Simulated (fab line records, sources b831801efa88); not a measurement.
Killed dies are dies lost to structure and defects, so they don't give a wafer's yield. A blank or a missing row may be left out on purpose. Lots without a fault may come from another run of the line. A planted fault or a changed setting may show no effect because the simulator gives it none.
Which tool did it? | flow sfq_line | 7 lots, 21 wafers sampled, at 2 steps of a route of 325

WHAT THE GAUGES READ, wafer by wafer
SFQ_M1_OVL_MEAS_911.
lot  | measured     | on         | M1_OVL (nm)
L233 | day 17 15:00 | overlay-01 | 3 9 -1
L235 | day 18 06:35 | overlay-02 | -2 -7 2
L238 | day 20 03:00 | overlay-01 | 2 1 2
L242 | day 22 22:02 | overlay-01 | 7 1 2
L247 | day 24 08:40 | overlay-01 | 6 4 0
L253 | day 26 14:48 | overlay-01 | -1 0 -4
L255 | day 27 11:12 | overlay-02 | -2 -12 -2

WHICH TOOL RAN EACH LOT (tool, then ch and the chambers of the sampled wafers, then the start)
lot  | SFQ_TRILAYER_L0_BARC_OPEN_METAL_ETCH_010
L233 | rie_metal-03 ch 0, day 2 16:52
L235 | rie_metal-01 ch 0,1, day 3 06:01
L238 | rie_metal-03 ch 0,1, day 3 22:23
L242 | rie_metal-03 ch 0,1, day 4 21:19
L247 | rie_metal-01 ch 0, day 5 18:53
L253 | rie_metal-04 ch 0, day 7 00:26
L255 | rie_metal-03 ch 0,1, day 7 10:02
- SFQ_TRILAYER_L0_BARC_OPEN_METAL_ETCH_010: etches BARC in O2, target depth 125 nm, time 41.7 s.

THE ANSWER, worked out from the rows above alone
Rule: what is usual is taken from the lots themselves. Put in order of their means at a reading, lots are off if they are a third of the lots or fewer, leave a main group of 4 or more, and stand apart from it by a gap of 3 or more times the standard deviation of the main group's means; of several such gaps the widest counts. A main group whose means are all the same, to the digits that the tables above print for the reading, isn't used. A lot without any number at a reading at which 4 lots or more have one is off too. The other lots that the step has rows for count as sound.
No lot is off at any reading shown: from this, nothing can be told.

WHAT THE SIMULATOR HAD PUT IN
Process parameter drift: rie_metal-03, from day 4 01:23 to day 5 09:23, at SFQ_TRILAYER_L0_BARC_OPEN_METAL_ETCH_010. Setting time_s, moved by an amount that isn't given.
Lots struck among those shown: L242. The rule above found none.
